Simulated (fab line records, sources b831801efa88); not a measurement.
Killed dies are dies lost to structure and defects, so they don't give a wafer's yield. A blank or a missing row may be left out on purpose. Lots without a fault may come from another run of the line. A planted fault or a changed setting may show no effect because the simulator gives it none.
Split-lot experiment | flow sfq_line | 5 lots, 23 wafers read, on a route of 325 steps

THE SPLIT
At SFQ_TRILAYER_I7_VIA_LITHO_PEB_190 (peb time 60 s), the setting peb_temp_c was moved away from the recipe's 115 C on 6 of the 23 wafers read, by +1.7% to +3.1%. The other wafers ran this setting at the recipe's value.

FROM THE SPLIT TO THE READING: what the file shows between them, 2 steps
- SFQ_TRILAYER_I7_VIA_LITHO_DEVELOP_189: time 60 s
- SFQ_TRILAYER_I7_VIA_BARC_OPEN_VIA_ETCH_260: etches BARC in O2, target depth 125 nm, time 41.7 s

THE READING
I7.cd_nm (the simulator's own value, which no gauge read), in nm, at SFQ_TRILAYER_I7_VIA_ETCH_VIA_ETCH_190 (etches SiO2 in CHF3, stops on Nb, target depth 260 nm). The file gives no usual value for it. The 17 wafers here that ran the recipe average 1000.4 nm, standard deviation 1.4 nm.

wafer  | tool, chamber at the split | peb_temp_c as run, C | against the recipe | I7.cd_nm, nm | against lot-mates on the recipe
L076.1 | litho_track-04, 0          | 118.6                | +3.1%              | 1058         | +59.1
L076.2 | litho_track-04, 0          | 118.6                | +3.1%              | 1060         | +61.1
L076.4 | litho_track-04, 0          | 115                  | recipe             | 999.8        | -
L076.5 | litho_track-04, 0          | 115                  | recipe             | 998          | -
L076.6 | litho_track-04, 0          | 118.6                | +3.1%              | 1059         | +60.1
L078.1 | litho_track-02, 0          | 115                  | recipe             | 1001         | -
L078.4 | litho_track-02, 0          | 115                  | recipe             | 1001         | -
L078.5 | litho_track-02, 0          | 115                  | recipe             | 1001         | -
L078.2 | litho_track-02, 0          | 115                  | recipe             | 998.4        | -
L078.3 | litho_track-02, 0          | 115                  | recipe             | 1000         | -
L079.1 | litho_track-03, 0          | 115                  | recipe             | 999.4        | -
L079.2 | litho_track-03, 0          | 115                  | recipe             | 1003         | -
L079.4 | litho_track-03, 0          | 115                  | recipe             | 1003         | -
L079.3 | litho_track-03, 0          | 115                  | recipe             | 1001         | -
L079.5 | litho_track-03, 0          | 115                  | recipe             | 1001         | -
L080.2 | litho_track-02, 0          | 115                  | recipe             | 999.6        | -
L080.3 | litho_track-02, 0          | 115                  | recipe             | 999.4        | -
L080.6 | litho_track-02, 0          | 115                  | recipe             | 1002         | -
L081.1 | litho_track-04, 0          | 117                  | +1.7%              | 1035         | +35.8
L081.3 | litho_track-04, 0          | 117                  | +1.7%              | 1035         | +35.8
L081.2 | litho_track-04, 0          | 115                  | recipe             | 999          | -
L081.4 | litho_track-04, 0          | 117                  | +1.7%              | 1034         | +34.8
L081.6 | litho_track-04, 0          | 115                  | recipe             | 999.5        | -

THE FIT
A straight line over all 23 wafers: I7.cd_nm changes by +18.9 nm for each +1% of peb_temp_c; r = +1.00; the points scatter about the line by 1.4 nm.
The same after taking each lot's own level away (the mean of its wafers on the recipe; 23 wafers): +19.4 nm for each +1%; r = +1.00; scatter 1.2 nm.
On that fit, the largest move of peb_temp_c shifts the reading by 61 nm.
The lots' own levels span 998.90 to 1001.48 nm, that is 1.8 times the standard deviation above.
So the lot-to-lot level changes the slope little: the two slopes agree.
Check: with one of the wafers moved furthest among these (+3.1%) left out of the fit, the line predicts +61.6 nm for it against its lot-mates. It came out at +59.1 nm against them.

THE WHOLE CHAIN: every reading that the file lists as answering this split, in the file's order
step                                       | what it does                                          | reading                                                   | change (the file's fit)              | r (the file's)
SFQ_TRILAYER_I7_VIA_BARC_OPEN_VIA_ETCH_260 | etches BARC in O2, target depth 125 nm, time 41.7 s   | I7.cd_nm (the simulator's own value, which no gauge read) | +19 nm for each +1% of the setting   | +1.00
SFQ_TRILAYER_I7_VIA_ETCH_VIA_ETCH_190      | etches SiO2 in CHF3, stops on Nb, target depth 260 nm | I7.cd_nm (the simulator's own value, which no gauge read) | +19.5 nm for each +1% of the setting | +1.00

THE FILE'S OWN FIT
I7.cd_nm changes by +19.5 nm for each +1% of peb_temp_c, r = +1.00.
